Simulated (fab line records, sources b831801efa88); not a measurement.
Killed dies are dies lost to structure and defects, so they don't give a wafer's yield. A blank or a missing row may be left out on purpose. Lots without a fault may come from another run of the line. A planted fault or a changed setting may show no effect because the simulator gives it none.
A struck lot beside a sound one | flow sfq_line | 42 steps out of a route of 325
Sound: wafers L827.1, L827.2, L827.5. Struck: wafers L840.3, L840.4. (L840.5 of the same lot was not struck and is left out.) The cause comes at the end.
At each step with rows: each side's tool, then ch and its chambers, then its first start. Under that, the readings that differ: sound wafers | struck wafers | difference of the means | sigmas: that difference in standard deviations of wafers without a fault.
alike: readings whose means differ by less than 2 such deviations, and words and numbers that are the same on both sides. not compared: withheld readings, readings that some wafer has no value for, bounds like >300 that may hide the same value, and numbers for which the record gives no deviation and whose values overlap.
The two part at a step that has a row with sigmas, a row that says differs or no value, or rows on one side only. Numbers that don't overlap but have no deviation are shown without sigmas and don't part them. A reading that every wafer of one side lacks parts them only if that side has two wafers or more.

first, 1 step without rows for these wafers: SFQ_TRILAYER_R5_DEP_SPUTTER_133 (material MoNx, target thk 40 nm, time 66.7 s).
SFQ_TRILAYER_R5_DEP_SPUTTER_134: material Ti, target thk 5 nm, time 5 s.
  sound on pvd_sputter-05, day 61 06:13; struck on pvd_sputter-03, day 68 17:58
  alike: base_pressure_pa, throttle_valve_pct
SFQ_R5_RS_MEAS_933: measures by four-point-probe.
  sound on film_metro-03, day 61 06:14; struck on film_metro-02, day 68 18:02
  alike: R5_MONX_RS
SFQ_R5_THK_MEAS_934: measures by xrf.
  sound on film_metro-03, day 61 06:22; struck on film_metro-02, day 68 18:08
  reading          | sound          | struck    | difference | sigmas
  R5_MONX_THK (nm) | 40.4 40.6 40.1 | 39.0 39.3 | -1.2       | -2
then, 6 steps without rows for these wafers: SFQ_TRILAYER_R5_LITHO_COAT_141 (resist thk 62 nm); SFQ_TRILAYER_R5_LITHO_COAT_136 (resist thk 600 nm); SFQ_TRILAYER_R5_LITHO_SOFTBAKE_140; SFQ_TRILAYER_R5_LITHO_EXPOSE_137 (exposes mask R5, target cd 500 nm); SFQ_TRILAYER_R5_LITHO_PEB_139 (peb time 60 s); SFQ_TRILAYER_R5_LITHO_DEVELOP_138 (time 60 s).
-- the record jumps here: 5 days lie between the struck wafers' starts before and after --
SFQ_R5_OVL_MEAS_935:
  sound on overlay-01, day 61 09:49; struck on overlay-02, day 73 13:43
  alike: R5_OVL
then, 1 step without rows for these wafers: SFQ_TRILAYER_R5_BARC_OPEN_METAL_ETCH_177 (etches BARC in O2, target depth 125 nm, time 41.7 s).
SFQ_TRILAYER_R5_ETCH_METAL_ETCH_139: etches the open film in Cl2, stops on SiO2, target depth 60 nm, time 40 s.
  sound on rie_metal-03 ch 0,1, day 61 09:55; struck on rie_metal-02 ch 0,1, day 73 13:49
  reading                                             | sound             | struck      | difference | sigmas
  oes_product_au (a.u.)                               | 0.980 0.984 0.990 | 0.763 0.763 | -0.222     | -41
  model.R5.feature_depth_nm (nm)                      | 59.7 59.26 60     | 37.85 37.82 | -21.82     |
  model.etch.depth_nm (nm)                            | 59.7 59.26 60     | 37.85 37.82 | -21.82     |
  model.KrF_of_TRILAYER_R5_LITHO_COAT_136.thk_nm (nm) | 498.6 499.2 497.2 | 506.1 506.2 | +7.8       |
  alike: drypump_motor_current_A
  not compared: rf_hours_counter_h
then, 9 steps without rows for these wafers: SFQ_TRILAYER_R5_STRIP_STRIP_140 (strips in O2); SFQ_TRILAYER_R5_STRIP_SOLV_CLEAN_141 (cleans in NMP, time 600 s); SFQ_TRILAYER_A5C_DEP_PECVD_142 (deposits SiO2 from SiH4/N2O, time 15.556 s, target thk 70 nm); SFQ_TRILAYER_I5_LITHO_COAT_149 (resist thk 62 nm); SFQ_TRILAYER_I5_LITHO_COAT_144 (resist thk 650 nm); SFQ_TRILAYER_I5_LITHO_SOFTBAKE_148; SFQ_TRILAYER_I5_LITHO_EXPOSE_145 (exposes mask I5, target cd 700 nm); SFQ_TRILAYER_I5_LITHO_PEB_147 (peb time 60 s); SFQ_TRILAYER_I5_LITHO_DEVELOP_146 (time 60 s).
SFQ_I5_OVL_MEAS_936:
  sound on overlay-01, day 64 19:01; struck on overlay-02, day 74 03:03
  alike: I5_OVL
then, 1 step without rows for these wafers: SFQ_TRILAYER_I5_BARC_OPEN_VIA_ETCH_200 (etches BARC in O2, target depth 125 nm, time 41.7 s).
SFQ_TRILAYER_I5_ETCH_VIA_ETCH_147: etches the open film in CHF3, stops on Nb, target depth 360 nm.
  sound on rie_diel-03 ch 0,3, day 64 19:05; struck on rie_diel-03 ch 1,2, day 74 03:07
  alike: drypump_motor_current_A, oes_product_au
SFQ_TRILAYER_I5_STRIP_STRIP_148: strips in O2.
  sound on rie_metal-03 ch 0,1, day 64 19:14; struck on rie_metal-03 ch 0,1, day 74 03:28
  alike: drypump_motor_current_A, oes_product_au
  not compared: rf_hours_counter_h
then, 7 steps without rows for these wafers: SFQ_TRILAYER_I5_STRIP_SOLV_CLEAN_149 (cleans in NMP, time 600 s); SFQ_TRILAYER_C5_LITHO_COAT_156 (resist thk 62 nm); SFQ_TRILAYER_C5_LITHO_COAT_151 (resist thk 650 nm); SFQ_TRILAYER_C5_LITHO_SOFTBAKE_155; SFQ_TRILAYER_C5_LITHO_EXPOSE_152 (exposes mask C5, target cd 500 nm); SFQ_TRILAYER_C5_LITHO_PEB_154 (peb time 60 s); SFQ_TRILAYER_C5_LITHO_DEVELOP_153 (time 60 s).
-- the record jumps here: 4 days lie between the struck wafers' starts before and after --
SFQ_C5_OVL_MEAS_937:
  sound on overlay-01, day 65 04:44; struck on overlay-02, day 77 21:47
  alike: C5_OVL
then, 1 step without rows for these wafers: SFQ_TRILAYER_C5_BARC_OPEN_VIA_ETCH_210 (etches BARC in O2, target depth 125 nm, time 41.7 s).
SFQ_TRILAYER_C5_ETCH_VIA_ETCH_154: etches SiO2 in CHF3, stops on Nb, target depth 84 nm.
  sound on rie_diel-01 ch 0,1,3, day 65 04:49; struck on rie_diel-04 ch 0,1, day 77 21:51
  alike: drypump_motor_current_A, oes_product_au
then, 3 steps without rows for these wafers: SFQ_TRILAYER_C5_STRIP_STRIP_155 (strips in O2); SFQ_TRILAYER_C5_STRIP_SOLV_CLEAN_156 (cleans in NMP, time 600 s); SFQ_TRILAYER_M6_DEP_PRE_CLEAN_158 (time 22.5 s).
SFQ_TRILAYER_M6_DEP_SPUTTER_157: material Nb, target thk 200 nm, time 133.3 s.
  sound on pvd_sputter-05, day 65 05:40; struck on pvd_sputter-03, day 77 22:43
  alike: base_pressure_pa, throttle_valve_pct
SFQ_M6_RS_MEAS_938: measures by four-point-probe.
  sound on film_metro-03, day 65 05:45; struck on film_metro-01, day 77 22:50
  alike: M6_NB_RS
-- the record jumps here: 12 days lie between the struck wafers' starts before and after (it left off in module M6 and takes up again in module M8, whose first step shown is number 325 of the route) --
SFQ_M8_BOW_MEAS_951:
  sound on film_metro-03, day 83 18:45; struck on film_metro-03, day 89 23:12
  reading                       | sound    | struck | difference | sigmas
  model.etest.r5.comb_log10_ohm | 12 12 12 | 0 0    | -12        |
  alike: M8_BOW

WHERE THEY PART
First at SFQ_R5_THK_MEAS_934; last, within this record, at SFQ_TRILAYER_R5_ETCH_METAL_ETCH_139. Later steps at which nothing parts them and some readings are alike: SFQ_I5_OVL_MEAS_936, SFQ_TRILAYER_I5_ETCH_VIA_ETCH_147, SFQ_TRILAYER_I5_STRIP_STRIP_148, SFQ_C5_OVL_MEAS_937, SFQ_TRILAYER_C5_ETCH_VIA_ETCH_154, SFQ_TRILAYER_M6_DEP_SPUTTER_157, SFQ_M6_RS_MEAS_938, SFQ_M8_BOW_MEAS_951.

WHY: what the simulator had put in
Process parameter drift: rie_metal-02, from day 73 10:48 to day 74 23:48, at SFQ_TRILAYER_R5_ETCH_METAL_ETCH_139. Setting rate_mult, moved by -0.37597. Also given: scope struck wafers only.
